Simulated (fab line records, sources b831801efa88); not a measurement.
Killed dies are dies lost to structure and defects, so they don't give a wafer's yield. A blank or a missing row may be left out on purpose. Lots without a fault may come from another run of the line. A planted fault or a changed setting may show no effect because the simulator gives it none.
Chamber matching | flow sky130 | SKY_VIA2_CMP_24 on cmp-01: 4 sister chambers
The step polishes, stops on SiO2, t overpolish 20 s, target thk 0 nm. 4 wafers are shown with their chamber, then 8 later ones without.

WAFERS WITH THEIR CHAMBER
wafer  | chamber | motor_current_A (A)
L799.5 | 0       | 12.4
L817.6 | 3       | 11.1
L815.5 | 1       | 11.2
L818.2 | 2       | 10.0

WAFERS WITHOUT THEIR CHAMBER
wafer  | motor_current_A (A)
L818.3 | 11.3
L818.4 | 11.9
L819.1 | 9.6
L819.3 | 11.1
L819.6 | 11.3
L821.1 | 11.3
L821.4 | 13.0
L821.6 | 13.1

WHICH CHAMBER EACH WENT THROUGH
wafer  | from the rows above          | in truth
L818.3 | can't be placed: 1 or 3      | 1
L818.4 | can't be placed: 0 or 1 or 3 | 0
L819.1 | 2                            | 2
L819.3 | can't be placed: 3 or 1      | 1
L819.6 | can't be placed: 1 or 3      | 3
L821.1 | can't be placed: 1 or 3      | 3
L821.4 | 0                            | 0
L821.6 | 0                            | 0
Placed correctly: 3 of 8. Can't be placed from these rows: 5 (the true chamber is among the candidates in 5). Placed wrongly: 0.
How it was worked out, from the rows above alone: a wafer's distance from a chamber is the root of the sum, over the readings, of the square of ((its reading less the chamber's mean) divided by the reading's scatter). The wafer belongs to the nearest chamber; if the next one is less than 2 further off, it can't be placed. A chamber's mean is the mean of its shown wafers. The scatter: with one shown wafer a chamber, the root of the mean of the squares of how far each hidden wafer lies from its nearest shown one.
